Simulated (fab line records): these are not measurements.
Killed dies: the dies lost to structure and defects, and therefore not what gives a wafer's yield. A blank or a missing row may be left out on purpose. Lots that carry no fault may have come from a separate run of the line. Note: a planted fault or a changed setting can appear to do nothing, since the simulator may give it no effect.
What tool caused it? -- flow sky130 -- 14 lots, 42 wafers sampled, at 3 steps of a route of 708

## WHAT THE GAUGES SHOWED, per wafer
SKY_FIELD_ISO_CD_MEAS_13: target cd 150 nm. Usual: cdNm 149.8 nm, standard deviation 1.3.
lot,measured,on,cdNm (nm),flag
L181,day 2 04:34,cdSem-02,151.5 150.7 151.6,
L182,day 2 09:44,cdSem-02,151.6 151.5 151.8,
L183,day 2 15:31,cdSem-01,149.9 148.8 147.7,
L184,day 2 20:23,cdSem-02,152.0 153.1 151.8,
L185,day 3 01:41,cdSem-02,148.2 148.7 149.3,
L186,day 3 07:11,cdSem-02,149.2 149.8 149.8,
L187,day 3 11:46,cdSem-01,149.1 150.4 149.5,
L190,day 4 04:37,cdSem-01,149.3 150.8 150.1,
L191,day 4 11:16,cdSem-01,148.6 148.1 147.8,
L193,day 4 19:34,cdSem-02,153.4 150.5 151.7,
L198,day 5 23:29,cdSem-01,150.0 150.6 150.7,
L199,day 6 05:06,cdSem-02,149.1 148.9 149.5,
L200,day 6 09:53,cdSem-01,150.7 150.4 151.9,
L204,day 7 04:17,cdSem-02,150.0 149.9 149.1,

SKY_FIELD_ISO_THK_MEAS_25. Usual: FIELD_ISO_CVD_24_THK gives 593 nm (standard deviation 5.2).
lot,measured,on,FIELD_ISO_CVD_24_THK (nm),flag
L181,day 2 06:32,filmMetro-01,600 594 600,
L182,day 2 12:17,filmMetro-03,587 591 594,
L183,day 2 18:21,filmMetro-01,595 594 596,
L184,day 2 22:28,filmMetro-03,596 597 594,
L185,day 3 05:01,filmMetro-04,590 598 592,
L186,day 3 09:57,filmMetro-04,604 596 603,
L187,day 3 17:54,filmMetro-04,586 589 590,
L190,day 4 07:49,filmMetro-03,593 593 590,
L191,day 4 15:14,filmMetro-04,592 587 596,
L193,day 4 23:47,filmMetro-03,591 595 598,
L198,day 6 02:56,filmMetro-04,585 592 587,
L199,day 6 07:19,filmMetro-03,585 586 587,
L200,day 6 13:37,filmMetro-01,588 591 588,
L204,day 7 06:15,filmMetro-01,595 592 598,

SKY_DNWELL_TW_MEAS_09. Usual: DNWELL_TW gives 1106 (standard deviation 7.9).
lot,measured,on,DNWELL_TW,flag
L181,day 3 03:49,filmMetro-02,1112 1113 1118,
L182,day 3 08:59,filmMetro-03,1104 1103 1103,
L183,day 3 14:46,filmMetro-02,1111 1110 1113,
L184,day 3 18:10,filmMetro-02,1108 1106 1107,
L185,day 4 00:52,filmMetro-04,1099 1107 1104,
L186,day 4 11:37,filmMetro-02,1113 1113 1116,
L187,day 4 17:43,filmMetro-02,1108 1112 1112,
L190,day 5 06:40,filmMetro-04,1091 1086 1088,
L191,day 5 17:31,filmMetro-03,1117 1119 1109,
L193,day 5 22:37,filmMetro-03,1109 1108 1103,
L198,day 7 03:52,filmMetro-04,1106 1101 1100,
L199,day 7 07:14,filmMetro-04,1093 1092 1093,
L200,day 7 15:55,filmMetro-04,1098 1095 1096,
L204,day 8 08:50,filmMetro-02,1117 1113 1118,

## EACH LOT AND THE TOOL THAT RAN IT (in order: tool; ch and the chambers of the sampled wafers; start)
There is no process step in the record ahead of these readings.

## AS READ BY THE TOOLS THEMSELVES (means over the sampled wafers that have a number; for cases with no such wafer, the mark the record gives instead)
The record holds no such reading with a usual standard deviation.

## THE ANSWER, worked out from the rows above alone
Rule: a lot counts as off when the mean over its wafers that have a number is more than 3 standard deviations away from the usual mean. Also off: a lot with no number at a reading for which 4 or more lots have one. All remaining lots with rows at the step are treated as sound. First the gauges in route order, then the tools' own readings, where a lot's mean is used as printed above. At the first step where some lot is off, the reading lying furthest off is the one used; lots without a number count as furthest.
No lot is off at any reading shown: from this, nothing can be told.

## WHAT HAD BEEN PUT IN BY THE SIMULATOR
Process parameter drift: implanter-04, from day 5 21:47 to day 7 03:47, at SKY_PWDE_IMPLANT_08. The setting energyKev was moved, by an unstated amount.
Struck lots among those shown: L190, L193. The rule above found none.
